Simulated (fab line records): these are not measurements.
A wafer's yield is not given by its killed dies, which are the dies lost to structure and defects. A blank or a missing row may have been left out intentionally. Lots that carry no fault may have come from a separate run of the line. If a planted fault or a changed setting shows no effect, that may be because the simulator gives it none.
One fault through the eyes of 2 desks || flow gf180mcu || only its own numbers are on each desk; what lay behind them is given at the end

## FROM THE METROLOGY DESK
What the gauges read, lot by lot, whatever tool the lot ran on: means of the sampled wafers that have a number. Any lot whose mean is over 4 standard deviations away from the usual mean is out of limits and marked OUT; that distance is given in the brackets.
Columns: A = cd_nm at GF_M1_CD_MEAS_14, usual 229.6 nm
{"lot": "L872", "first seen here": "day 17 03:14", "A": 228.4}
{"lot": "L873", "first seen here": "day 17 15:25", "A": 230.3}
{"lot": "L875", "first seen here": "day 18 04:47", "A": 229.6}
{"lot": "L877", "first seen here": "day 18 21:38", "A": 229.2}
{"lot": "L879", "first seen here": "day 19 13:08", "A": 229.3}
{"lot": "L880", "first seen here": "day 20 03:21", "A": 230.3}
{"lot": "L881", "first seen here": "day 20 10:58", "A": 230.2}
{"lot": "L887", "first seen here": "day 22 17:23", "A": 231.0}
{"lot": "L889", "first seen here": "day 23 08:24", "A": 232.8}
{"lot": "L890", "first seen here": "day 23 15:40", "A": 228.7}
{"lot": "L891", "first seen here": "day 24 01:50", "A": 229.2}
{"lot": "L893", "first seen here": "day 24 18:01", "A": 231.3}
{"lot": "L895", "first seen here": "day 25 05:16", "A": 228.1}
This desk's verdict: no lot among the 13 shows anything out of limits.

## FOR THE TOOL OWNER'S DESK: furnace-01
The tool's own readings at GF_DUAL_GATE_OXIDATION_15 (stabilise 600 s, purge 300 s, target thk 7.098 nm): means of the sampled wafers that have a number, for each lot that ran on this tool. Any lot whose mean is over 4 standard deviations away from the usual mean is out of limits and marked OUT; that distance is given in the brackets. 7 of its 8 readings are shown: the first one out of limits and those lying furthest out on some lot.
Columns: A = spike_tc_bottom_C at GF_DUAL_GATE_OXIDATION_15, usual 867.4 C; B = spike_tc_centre_C at GF_DUAL_GATE_OXIDATION_15, usual 849.9 C; C = spike_tc_lower_C at GF_DUAL_GATE_OXIDATION_15, usual 850.0 C; D = spike_tc_upper_C at GF_DUAL_GATE_OXIDATION_15, usual 849.8 C; E = zone_power_centre_pct at GF_DUAL_GATE_OXIDATION_15, usual 17.8 %; F = zone_power_lower_pct at GF_DUAL_GATE_OXIDATION_15, usual 16.5 %; G = zone_power_upper_pct at GF_DUAL_GATE_OXIDATION_15, usual 14.90 %
{"lot": "L873", "first seen here": "day 8 15:24", "A": 865.3, "B": 851.1, "C": 850.9, "D": 850.8, "E": 17.3, "F": 17.5, "G": 15.00}
{"lot": "L875", "first seen here": "day 9 08:17", "A": 865.8, "B": 849.8, "C": 851.2, "D": 850.2, "E": 17.2, "F": 17.4, "G": 15.12}
{"lot": "L879", "first seen here": "day 10 05:58", "A": 864.0, "B": "818.9 (-31) OUT", "C": "855.2 (+4.7) OUT", "D": "854.2 (+4.6) OUT", "E": "6.9 (-23) OUT", "F": "23.2 (+7.7) OUT", "G": "19.83 (+31) OUT"}
{"lot": "L880", "first seen here": "day 10 17:31", "A": 864.7, "B": "818.7 (-31) OUT", "C": 854.4, "D": "854.0 (+4.4) OUT", "E": "6.9 (-23) OUT", "F": "23.0 (+7.5) OUT", "G": "19.60 (+29) OUT"}
{"lot": "L881", "first seen here": "day 10 22:25", "A": 865.4, "B": "819.0 (-31) OUT", "C": "854.8 (+4.4) OUT", "D": "854.7 (+5.2) OUT", "E": "6.8 (-23) OUT", "F": "23.2 (+7.7) OUT", "G": "19.93 (+31) OUT"}
{"lot": "L890", "first seen here": "day 13 13:16", "A": 866.4, "B": 849.9, "C": 850.4, "D": 850.1, "E": 17.0, "F": 17.7, "G": 14.95}
{"lot": "L895", "first seen here": "day 15 04:50", "A": 866.1, "B": 849.1, "C": 850.8, "D": 850.5, "E": 17.4, "F": 17.3, "G": 15.10}
This desk's finding: out of limits on L879, L880, L881; first on L879, day 10 05:58 (spike_tc_centre_C at GF_DUAL_GATE_OXIDATION_15). L873, L875, L890, L895: within limits.

## PUT TOGETHER
On L879, L880, L881, at day 10 05:58, an alarm was possible from the tool owner's desk.
The metrology desk saw nothing out of limits.
The metrology desk holds a record of L879, L880, L881, inside its limits.
On furnace-01, each named lot ran GF_DUAL_GATE_OXIDATION_15.

## WHAT THE SIMULATOR PUT IN
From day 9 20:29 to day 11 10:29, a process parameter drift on furnace-01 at GF_DUAL_GATE_OXIDATION_15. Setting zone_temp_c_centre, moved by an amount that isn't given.
Lots struck among those shown: L879, L880, L881.
Each desk's first reading out of limits, in hours after the fault started: the tool owner's desk, 9.
